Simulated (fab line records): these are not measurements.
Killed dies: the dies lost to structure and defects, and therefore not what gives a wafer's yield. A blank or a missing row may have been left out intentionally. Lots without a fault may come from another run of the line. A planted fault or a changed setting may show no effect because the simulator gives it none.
Struck lot and sound lot, side by side ; flow sky130 ; 34 out of 708 route steps
Sound: wafers L939.2, L939.3, L939.6. The struck wafers were L946.1, L946.2, L946.4. The cause is given at the end.
Per side, at each step with rows, come the tool, then ch with its chambers, and then its first start. Under that, the readings that differ: sound wafers ; struck wafers ; difference of the means ; sigmas: that difference in standard deviations of wafers without a fault.
alike: same words and numbers on both sides, and readings whose means sit less than 2 such deviations apart. not compared: any withheld reading, any reading some wafer has no value for, any bound like >300 that may hide the same value, and any number with overlapping values for which the record gives no deviation.
Wherever a step has rows on one side only, a row that says differs or no value, or a row with sigmas, the two part there. Non-overlapping numbers with no deviation appear without sigmas and do not part them. A reading missing from all wafers of one side parts the sides only when that side holds two or more wafers.

first, 10 steps without rows for these wafers: SKY_POLY_CUT_ETCH_10 (etches BARC in N2/H2, stops on SiO2, time 45.9 s, target depth 60 nm); SKY_POLY_CUT_ETCH_11 (etches Si3N4 in CF4/CH2F2/Ar, stops on poly-Si, time 42.5 s, target depth 60 nm); SKY_POLY_CUT_STRIP_12 (strips in O2/N2); SKY_SD_P_DEHYDRATE_00 (time 60 s); SKY_SD_P_HMDS_01 (prime time 60 s); SKY_SD_P_COAT_02 (resist thk 1140 nm); SKY_SD_P_SOFTBAKE_03 (time 60 s); SKY_SD_P_EXPOSE_04 (exposes mask PSDM, target cd 380 nm); SKY_SD_P_PEB_05; SKY_SD_P_DEVELOP_06 (develop time 60 s).
SKY_SD_P_IMPLANT_09:
  sound on implanter-02 ch 0, day 26 06:50; struck on implanter-02 ch 0, day 29 01:23
  alike: beam_on_s
then, 22 steps without rows for these wafers: SKY_SD_P_STRIP_10 (strips in O2/N2); SKY_RES_XHIGH_DEHYDRATE_00 (time 60 s); SKY_RES_XHIGH_HMDS_01 (prime time 60 s); SKY_RES_XHIGH_COAT_02 (resist thk 1140 nm); SKY_RES_XHIGH_SOFTBAKE_03 (time 60 s); SKY_RES_XHIGH_EXPOSE_04 (exposes mask URPM, target cd 1270 nm); SKY_RES_XHIGH_PEB_05; SKY_RES_XHIGH_DEVELOP_06 (develop time 60 s); SKY_RES_XHIGH_IMPLANT_07; SKY_RES_XHIGH_STRIP_08 (strips in O2/N2); SKY_SD_N_DEHYDRATE_00 (time 60 s); SKY_SD_N_HMDS_01 (prime time 60 s); SKY_SD_N_COAT_02 (resist thk 1140 nm); SKY_SD_N_SOFTBAKE_03 (time 60 s); SKY_SD_N_EXPOSE_04 (exposes mask NSDM, target cd 380 nm); SKY_SD_N_PEB_05; SKY_SD_N_DEVELOP_06 (develop time 60 s); SKY_SD_N_IMPLANT_09; SKY_SD_N_IMPLANT_10; SKY_SD_N_STRIP_11 (strips in O2/N2); SKY_SD_N_CLEAN_13 (cleans in SC1/SC2, time 150 s); SKY_SD_N_RTA_14 (time 2 s).
-- record jumps: 19 days separate the struck wafers' starts on either side; left off in module SD_N, taken up again in module PAD_OPEN, whose first shown step is the route's number 708 --
SKY_PAD_OPEN_PROBE_99:
  sound on prober-02, day 46 05:10; struck on prober-01, day 48 06:53
reading;sound;struck;difference;sigmas
killed_dies;88 71 67;112 100 77;+21;+2
killed_open;34 29 45;68 56 49;+22;+3
model.etest.pfet_g5v0d10v5.r_on_ohm_um;4749 4808 4750;5043 5058 4934;+243;
model.etest.pfet_01v8.r_on_ohm_um;2947 2972 2839;3078 3144 3024;+163;
model.etest.pfet_g5v0d10v5.drive_ua_um;345.6 340.1 344.6;326.8 322.9 334.3;-15.4;
model.etest.res_high_po.rs_ohm_sq_rim_less_centre;-9.187 -8.772 -7.362;-26.3 -26.24 -24.16;-17.1;
model.etest.res_high_po.rs_ohm_sq_range;10.2 12.24 10.19;28 29 27.24;+17;
model.etest.pfet_01v8_lvt.drive_ua_um;172 171.3 173;166.4 163.8 168.4;-5.9;
model.etest.pfet_01v8.drive_ua_um;188.6 188.3 197.6;181.5 177.5 185.3;-10.1;
model.etest.pfet_01v8_mvt.drive_ua_um;150.7 149.6 153.7;140.2 138.9 143.3;-10.5;
  alike: killed_at_M0_to_M3, killed_at_M4_up, killed_at_contacts, killed_at_front_end, killed_at_other, killed_short

## WHERE THEY PART
At SKY_PAD_OPEN_PROBE_99 and nowhere else, as far as this record goes.

WHY: what had been put in by the simulator
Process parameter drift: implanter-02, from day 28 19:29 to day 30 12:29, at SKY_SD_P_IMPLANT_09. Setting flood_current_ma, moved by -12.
